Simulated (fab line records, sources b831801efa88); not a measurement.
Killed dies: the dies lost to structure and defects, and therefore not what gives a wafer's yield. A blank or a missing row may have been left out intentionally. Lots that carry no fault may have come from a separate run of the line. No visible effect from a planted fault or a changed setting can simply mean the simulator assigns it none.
Which tool was responsible? | flow sky130 | Sampling: 12 lots, 36 wafers, 5 of 708 route steps

== WHAT THE GAUGES READ, wafer by wafer ==
SKY_CONTACT_RS_MEAS_25: a four-point-probe measurement.
lot  | measured     | on           | CONTACT_W_RS (ohm/sq)
L373 | day 32 08:07 | filmMetro-03 | 0.343 0.343 0.344
L374 | day 32 21:01 | filmMetro-04 | 0.337 0.340 0.334
L375 | day 33 00:40 | filmMetro-04 | 0.342 0.336 0.336
L376 | day 33 09:43 | filmMetro-04 | 0.337 0.338 0.340
L377 | day 33 12:13 | filmMetro-04 | 0.337 0.335 0.339
L378 | day 33 23:40 | filmMetro-01 | 0.342 0.342 0.343
L379 | day 34 01:41 | filmMetro-03 | 0.332 0.332 0.333
L380 | day 34 11:05 | filmMetro-03 | 0.340 0.339 0.341
L392 | day 37 21:16 | filmMetro-03 | 0.332 0.336 0.336
L393 | day 38 13:58 | filmMetro-04 | 0.341 0.336 0.337
L394 | day 38 22:00 | filmMetro-01 | 0.343 0.338 0.344
L395 | day 39 08:33 | filmMetro-04 | 0.334 0.331 0.334

SKY_VIA1_THK_MEAS_01.
lot  | measured     | on           | VIA1_HDPCVD_THK (nm)
L373 | day 33 11:50 | filmMetro-02 | 1018 1017 1017
L374 | day 34 01:38 | filmMetro-02 | 1029 1032 1035
L375 | day 34 05:17 | filmMetro-01 | 1044 1026 1021
L376 | day 34 14:22 | filmMetro-01 | 1013 1011 1029
L377 | day 34 16:36 | filmMetro-01 | 1034 1040 1028
L378 | day 35 04:18 | filmMetro-02 | 709 723 716
L379 | day 35 05:53 | filmMetro-03 | 730 743 733
L380 | day 35 15:10 | filmMetro-03 | 737 742 737
L392 | day 39 00:45 | filmMetro-03 | 1029 1036 1023
L393 | day 39 16:52 | filmMetro-01 | 1036 1048 1043
L394 | day 40 00:55 | filmMetro-01 | 1037 1033 1031
L395 | day 40 10:47 | filmMetro-03 | 1032 1054 1029

== WHICH TOOL RAN EACH LOT (tool, then ch and the chambers of the sampled wafers, then the start) ==
lot  | SKY_METAL1_SPUTTER_03       | SKY_METAL1_METAL_ETCH_19         | SKY_VIA1_HDPCVD_00
L373 | pvdSputter-01, day 32 08:37 | rieMetal-02 ch 0,1, day 33 11:03 | hdpcvd-01 ch 0,1,2, day 33 11:46
L374 | pvdSputter-03, day 32 21:34 | rieMetal-04 ch 0,1, day 34 00:50 | hdpcvd-02 ch 1,2, day 34 01:31
L375 | pvdSputter-03, day 33 01:14 | rieMetal-02 ch 0,1, day 34 04:29 | hdpcvd-02 ch 0,2, day 34 05:10
L376 | pvdSputter-01, day 33 10:16 | rieMetal-04 ch 1, day 34 13:29   | hdpcvd-01 ch 0,1,2, day 34 14:16
L377 | pvdSputter-03, day 33 12:45 | rieMetal-03 ch 1, day 34 15:47   | hdpcvd-01 ch 0,1, day 34 16:28
L378 | pvdSputter-01, day 34 00:14 | rieMetal-03 ch 0, day 35 03:25   | hdpcvd-01 ch 0,1, day 35 04:11
L379 | pvdSputter-01, day 34 02:17 | rieMetal-03 ch 0, day 35 05:04   | hdpcvd-01 ch 0,1,2, day 35 05:48
L380 | pvdSputter-03, day 34 11:34 | rieMetal-03 ch 0, day 35 14:18   | hdpcvd-01 ch 0,1,2, day 35 15:04
L392 | pvdSputter-04, day 37 21:49 | rieMetal-04 ch 0,1, day 38 23:55 | hdpcvd-02 ch 1,2, day 39 00:38
L393 | pvdSputter-01, day 38 14:31 | rieMetal-03 ch 1, day 39 15:58   | hdpcvd-01 ch 0,1, day 39 16:45
L394 | pvdSputter-01, day 38 22:52 | rieMetal-04 ch 0,1, day 40 00:07 | hdpcvd-02 ch 0,1,2, day 40 00:49
L395 | pvdSputter-03, day 39 09:04 | rieMetal-02 ch 1, day 40 09:56   | hdpcvd-02 ch 1,2, day 40 10:40
- SKY_METAL1_SPUTTER_03: material Ti, target thk 5 nm, time 3.3 s.
- SKY_METAL1_METAL_ETCH_19: etches the open film in Cl2/BCl3, stops on SiO2, target depth 360 nm, time 78 s.
- SKY_VIA1_HDPCVD_00: deposits SiO2, target thk 1030 nm, time 171.7 s.

== WHAT THE TOOLS THEMSELVES READ (means of the sampled wafers that have a number; where no wafer has one, the mark that the record gives instead) ==
SKY_METAL1_SPUTTER_03.
lot  | tool          | throttleValvePct (%)
L373 | pvdSputter-01 | 30.4
L374 | pvdSputter-03 | 30.4
L375 | pvdSputter-03 | 30.2
L376 | pvdSputter-01 | 30.1
L377 | pvdSputter-03 | 30.3
L378 | pvdSputter-01 | 30.6
L379 | pvdSputter-01 | 30.5
L380 | pvdSputter-03 | 30.5
L392 | pvdSputter-04 | 30.5
L393 | pvdSputter-01 | 30.6
L394 | pvdSputter-01 | 30.5
L395 | pvdSputter-03 | 30.6

SKY_METAL1_METAL_ETCH_19.
lot  | tool        | drypumpMotorCurrentA (A) | oesProductAu (a.u.) | throttleValvePct (%)
L373 | rieMetal-02 | 6.0                      | 0.854               | 22.263
L374 | rieMetal-04 | 5.6                      | 0.853               | 22.273
L375 | rieMetal-02 | 5.6                      | 0.857               | 22.257
L376 | rieMetal-04 | 5.3                      | 0.856               | 22.261
L377 | rieMetal-03 | 5.7                      | 0.862               | 22.267
L378 | rieMetal-03 | 5.5                      | 0.858               | 22.261
L379 | rieMetal-03 | 5.4                      | 0.851               | 22.263
L380 | rieMetal-03 | 5.5                      | 0.850               | 22.262
L392 | rieMetal-04 | 5.7                      | 0.851               | 22.267
L393 | rieMetal-03 | 5.7                      | 0.851               | 22.262
L394 | rieMetal-04 | 5.6                      | 0.853               | 22.265
L395 | rieMetal-02 | 5.2                      | 0.853               | 22.266

== THE ANSWER, worked out from the rows above alone ==
Rule: the usual values come from the lots themselves. Put in order of their means at a reading, lots are off if they are a third of the lots or fewer, leave a main group of 4 or more, and stand apart from it by a gap of 3 or more times the standard deviation of the main group's means; of several such gaps the widest counts. Not used: any main group whose means are identical at the precision the tables above print for the reading. A lot without any number at a reading at which 4 lots or more have one is off too. Any other lot the step has rows for is counted as sound. Order of review: gauges by route order, followed by the tools' own readings, for which a lot's mean as printed above is used. At the first step where some lot is off, the reading lying furthest off is the one used; lots without a number count as furthest.
Off: at SKY_VIA1_THK_MEAS_01 (VIA1_HDPCVD_THK), L378, L379, L380. The main group: mean 1031 nm, standard deviation 7.9.
If a tool, at a process step before that reading, ran all the lots that are off and no sound lot after the first of them, it fits. Gauges at SKY_VIA1_THK_MEAS_01: tried the same way as those tools. No candidate that was tried fits.

== WHAT THE SIMULATOR HAD PUT IN ==
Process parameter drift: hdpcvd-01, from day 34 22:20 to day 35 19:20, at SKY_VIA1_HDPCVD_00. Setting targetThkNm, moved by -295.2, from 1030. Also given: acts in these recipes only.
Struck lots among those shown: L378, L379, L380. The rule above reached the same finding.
